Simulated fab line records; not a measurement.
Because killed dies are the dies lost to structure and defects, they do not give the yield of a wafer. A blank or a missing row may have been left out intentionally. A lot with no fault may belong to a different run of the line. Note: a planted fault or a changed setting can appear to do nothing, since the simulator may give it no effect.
What tool caused it? / flow gf180mcu / 13 lots with 39 wafers sampled at 5 steps, on a route of 602 steps

WHAT EACH GAUGE READ, for each wafer
GF_V5_OVL_MEAS_15. Usual: V5_OVL -2 nm, standard deviation 6.2.
lot=L145; measured=day 27 08:34; on=overlay-01; V5_OVL (nm)=-3 -3 -10; flag=
lot=L146; measured=day 28 01:15; on=overlay-02; V5_OVL (nm)=5 9 13; flag=
lot=L147; measured=day 28 05:05; on=overlay-02; V5_OVL (nm)=1 7 3; flag=
lot=L148; measured=day 28 17:17; on=overlay-02; V5_OVL (nm)=-17 -12 -16; flag=
lot=L150; measured=day 29 04:57; on=overlay-02; V5_OVL (nm)=1 -3 -3; flag=
lot=L151; measured=day 29 08:24; on=overlay-01; V5_OVL (nm)=-3 1 7; flag=
lot=L152; measured=day 29 14:02; on=overlay-01; V5_OVL (nm)=-6 -1 -6; flag=
lot=L154; measured=day 30 10:23; on=overlay-02; V5_OVL (nm)=-9 -10 -3; flag=
lot=L156; measured=day 30 21:55; on=overlay-01; V5_OVL (nm)=8 -1 -1; flag=
lot=L157; measured=day 31 07:08; on=overlay-01; V5_OVL (nm)=1 -2 0; flag=
lot=L161; measured=day 32 03:58; on=overlay-02; V5_OVL (nm)=-3 -3 4; flag=
lot=L163; measured=day 32 13:31; on=overlay-02; V5_OVL (nm)=4 0 -4; flag=
lot=L167; measured=day 33 15:47; on=overlay-01; V5_OVL (nm)=-19 -7 -10; flag=

GF_TOP_METAL_RS_MEAS_05: measurement is done with a four-point probe. Usual: TOP_METAL_ALCU_RS 0.0329 ohm/sq, standard deviation 0.00031.
lot=L145; measured=day 27 10:14; on=film-metro-02; TOP_METAL_ALCU_RS (ohm/sq)=0.0331 0.0331 0.0332; flag=
lot=L146; measured=day 28 03:10; on=film-metro-04; TOP_METAL_ALCU_RS (ohm/sq)=0.0325 0.0326 0.0324; flag=
lot=L147; measured=day 28 06:56; on=film-metro-04; TOP_METAL_ALCU_RS (ohm/sq)=0.0334 0.0331 0.0330; flag=
lot=L148; measured=day 28 18:55; on=film-metro-04; TOP_METAL_ALCU_RS (ohm/sq)=0.0330 0.0326 0.0324; flag=
lot=L150; measured=day 29 06:39; on=film-metro-01; TOP_METAL_ALCU_RS (ohm/sq)=0.0330 0.0328 0.0327; flag=
lot=L151; measured=day 29 10:03; on=film-metro-04; TOP_METAL_ALCU_RS (ohm/sq)=0.0327 0.0328 0.0326; flag=
lot=L152; measured=day 29 15:46; on=film-metro-04; TOP_METAL_ALCU_RS (ohm/sq)=0.0331 0.0327 0.0328; flag=
lot=L154; measured=day 30 12:10; on=film-metro-04; TOP_METAL_ALCU_RS (ohm/sq)=0.0329 0.0328 0.0327; flag=
lot=L156; measured=day 30 23:37; on=film-metro-01; TOP_METAL_ALCU_RS (ohm/sq)=0.0333 0.0331 0.0330; flag=
lot=L157; measured=day 31 08:47; on=film-metro-04; TOP_METAL_ALCU_RS (ohm/sq)=0.0331 0.0334 0.0334; flag=
lot=L161; measured=day 32 06:09; on=film-metro-04; TOP_METAL_ALCU_RS (ohm/sq)=0.0323 0.0323 0.0322; flag=
lot=L163; measured=day 32 15:14; on=film-metro-04; TOP_METAL_ALCU_RS (ohm/sq)=0.0329 0.0331 0.0330; flag=
lot=L167; measured=day 33 17:46; on=film-metro-04; TOP_METAL_ALCU_RS (ohm/sq)=0.0335 0.0331 0.0330; flag=

GF_PASSIVATION_THK_MEAS_01. Usual: PASSIVATION_CVD_00_THK 1001 nm, standard deviation 13.
lot=L145; measured=day 28 07:53; on=film-metro-03; PASSIVATION_CVD_00_THK (nm)=1002 1012 1005; flag=
lot=L146; measured=day 29 00:01; on=film-metro-03; PASSIVATION_CVD_00_THK (nm)=997 1021 1012; flag=
lot=L147; measured=day 29 03:35; on=film-metro-02; PASSIVATION_CVD_00_THK (nm)=1003 1001 1017; flag=
lot=L148; measured=day 29 14:45; on=film-metro-03; PASSIVATION_CVD_00_THK (nm)=997 1014 1002; flag=
lot=L150; measured=day 30 02:23; on=film-metro-01; PASSIVATION_CVD_00_THK (nm)=991 1011 1015; flag=
lot=L151; measured=day 30 05:55; on=film-metro-02; PASSIVATION_CVD_00_THK (nm)=990 992 1010; flag=
lot=L152; measured=day 30 11:10; on=film-metro-01; PASSIVATION_CVD_00_THK (nm)=1014 1008 1020; flag=
lot=L154; measured=day 31 07:14; on=film-metro-01; PASSIVATION_CVD_00_THK (nm)=992 978 1005; flag=
lot=L156; measured=day 31 18:13; on=film-metro-02; PASSIVATION_CVD_00_THK (nm)=1010 1017 1014; flag=
lot=L157; measured=day 32 02:44; on=film-metro-03; PASSIVATION_CVD_00_THK (nm)=1000 1001 1006; flag=
lot=L161; measured=day 32 23:28; on=film-metro-03; PASSIVATION_CVD_00_THK (nm)=990 974 986; flag=
lot=L163; measured=day 33 08:21; on=film-metro-02; PASSIVATION_CVD_00_THK (nm)=992 824 839; flag=OFF
lot=L167; measured=day 34 09:23; on=film-metro-02; PASSIVATION_CVD_00_THK (nm)=992 816 838; flag=OFF

WHAT TOOL EACH LOT RAN ON (gives the tool, then ch and the chambers of the sampled wafers, and finally the start)
lot=L145; GF_TOP_METAL_SPUTTER_00=pvd-sputter-02, day 27 09:57; GF_PASSIVATION_CVD_00=pecvd-03 ch 0,1,2, day 28 07:49
lot=L146; GF_TOP_METAL_SPUTTER_00=pvd-sputter-02, day 28 02:54; GF_PASSIVATION_CVD_00=pecvd-03 ch 0,1, day 28 23:55
lot=L147; GF_TOP_METAL_SPUTTER_00=pvd-sputter-03, day 28 06:43; GF_PASSIVATION_CVD_00=pecvd-03 ch 0,1, day 29 03:30
lot=L148; GF_TOP_METAL_SPUTTER_00=pvd-sputter-03, day 28 18:42; GF_PASSIVATION_CVD_00=pecvd-03 ch 0,2, day 29 14:40
lot=L150; GF_TOP_METAL_SPUTTER_00=pvd-sputter-04, day 29 06:22; GF_PASSIVATION_CVD_00=pecvd-04 ch 0,1,2, day 30 02:19
lot=L151; GF_TOP_METAL_SPUTTER_00=pvd-sputter-03, day 29 09:49; GF_PASSIVATION_CVD_00=pecvd-04 ch 0,1, day 30 05:49
lot=L152; GF_TOP_METAL_SPUTTER_00=pvd-sputter-03, day 29 15:33; GF_PASSIVATION_CVD_00=pecvd-03 ch 0,1,2, day 30 11:05
lot=L154; GF_TOP_METAL_SPUTTER_00=pvd-sputter-02, day 30 11:55; GF_PASSIVATION_CVD_00=pecvd-01 ch 0,1, day 31 07:08
lot=L156; GF_TOP_METAL_SPUTTER_00=pvd-sputter-03, day 30 23:22; GF_PASSIVATION_CVD_00=pecvd-03 ch 0,2, day 31 18:08
lot=L157; GF_TOP_METAL_SPUTTER_00=pvd-sputter-02, day 31 08:34; GF_PASSIVATION_CVD_00=pecvd-04 ch 0,1,2, day 32 02:40
lot=L161; GF_TOP_METAL_SPUTTER_00=pvd-sputter-04, day 32 05:56; GF_PASSIVATION_CVD_00=pecvd-01 ch 1,2, day 32 23:23
lot=L163; GF_TOP_METAL_SPUTTER_00=pvd-sputter-04, day 32 15:01; GF_PASSIVATION_CVD_00=pecvd-03 ch 1,2, day 33 08:17
lot=L167; GF_TOP_METAL_SPUTTER_00=pvd-sputter-03, day 33 17:32; GF_PASSIVATION_CVD_00=pecvd-03 ch 1,2, day 34 09:19
- GF_TOP_METAL_SPUTTER_00: material Ti, target thk 37.5 nm, time 150 s.
- GF_PASSIVATION_CVD_00: deposits SiO2 from TEOS, target thk 1000 nm, time 111.95 s.

AS READ BY THE TOOLS THEMSELVES (means over the sampled wafers that have a number; for cases with no such wafer, the mark the record gives instead)
GF_TOP_METAL_SPUTTER_00. Usual: throttle-valve-pct reads 30.2 % (standard deviation 0.82).
lot=L145; tool=pvd-sputter-02; throttle-valve-pct (%)=31.0; flag=
lot=L146; tool=pvd-sputter-02; throttle-valve-pct (%)=30.7; flag=
lot=L147; tool=pvd-sputter-03; throttle-valve-pct (%)=30.0; flag=
lot=L148; tool=pvd-sputter-03; throttle-valve-pct (%)=29.5; flag=
lot=L150; tool=pvd-sputter-04; throttle-valve-pct (%)=29.4; flag=
lot=L151; tool=pvd-sputter-03; throttle-valve-pct (%)=30.0; flag=
lot=L152; tool=pvd-sputter-03; throttle-valve-pct (%)=30.0; flag=
lot=L154; tool=pvd-sputter-02; throttle-valve-pct (%)=30.7; flag=
lot=L156; tool=pvd-sputter-03; throttle-valve-pct (%)=29.8; flag=
lot=L157; tool=pvd-sputter-02; throttle-valve-pct (%)=31.1; flag=
lot=L161; tool=pvd-sputter-04; throttle-valve-pct (%)=29.8; flag=
lot=L163; tool=pvd-sputter-04; throttle-valve-pct (%)=29.6; flag=
lot=L167; tool=pvd-sputter-03; throttle-valve-pct (%)=29.8; flag=

GF_PASSIVATION_CVD_00. Usual: heater-power-w reads 693 W (standard deviation 87).
lot=L145; tool=pecvd-03; heater-power-w (W)=641; flag=
lot=L146; tool=pecvd-03; heater-power-w (W)=668; flag=
lot=L147; tool=pecvd-03; heater-power-w (W)=681; flag=
lot=L148; tool=pecvd-03; heater-power-w (W)=671; flag=
lot=L150; tool=pecvd-04; heater-power-w (W)=749; flag=
lot=L151; tool=pecvd-04; heater-power-w (W)=711; flag=
lot=L152; tool=pecvd-03; heater-power-w (W)=660; flag=
lot=L154; tool=pecvd-01; heater-power-w (W)=722; flag=
lot=L156; tool=pecvd-03; heater-power-w (W)=646; flag=
lot=L157; tool=pecvd-04; heater-power-w (W)=748; flag=
lot=L161; tool=pecvd-01; heater-power-w (W)=744; flag=
lot=L163; tool=pecvd-03; heater-power-w (W)=691; flag=
lot=L167; tool=pecvd-03; heater-power-w (W)=669; flag=

THE ANSWER, worked out from the rows above alone
Rule: take the mean of a lot's wafers that have a number; if it is more than 3 standard deviations from the usual mean, the lot is off. A lot without any number at a reading at which 4 lots or more have one is off too. Where the step has rows for the other lots, those lots are counted as sound. Order of review: gauges by route order, followed by the tools' own readings, for which a lot's mean as printed above is used. The first step at which some lot is off is used, and at that step the reading that is off furthest; a lot without a number counts as furthest.
Off: L163, L167, seen at GF_PASSIVATION_THK_MEAS_01 (PASSIVATION_CVD_00_THK).
A tool fits if, at a process step before that reading, it ran every lot that is off, and no sound lot after the first of them. The gauges at GF_PASSIVATION_THK_MEAS_01 are tried like those tools. 2 tools fit, pecvd-03 at GF_PASSIVATION_CVD_00 and film-metro-02 at GF_PASSIVATION_THK_MEAS_01, so this cannot tell which one it is.

WHAT THE SIMULATOR PUT IN
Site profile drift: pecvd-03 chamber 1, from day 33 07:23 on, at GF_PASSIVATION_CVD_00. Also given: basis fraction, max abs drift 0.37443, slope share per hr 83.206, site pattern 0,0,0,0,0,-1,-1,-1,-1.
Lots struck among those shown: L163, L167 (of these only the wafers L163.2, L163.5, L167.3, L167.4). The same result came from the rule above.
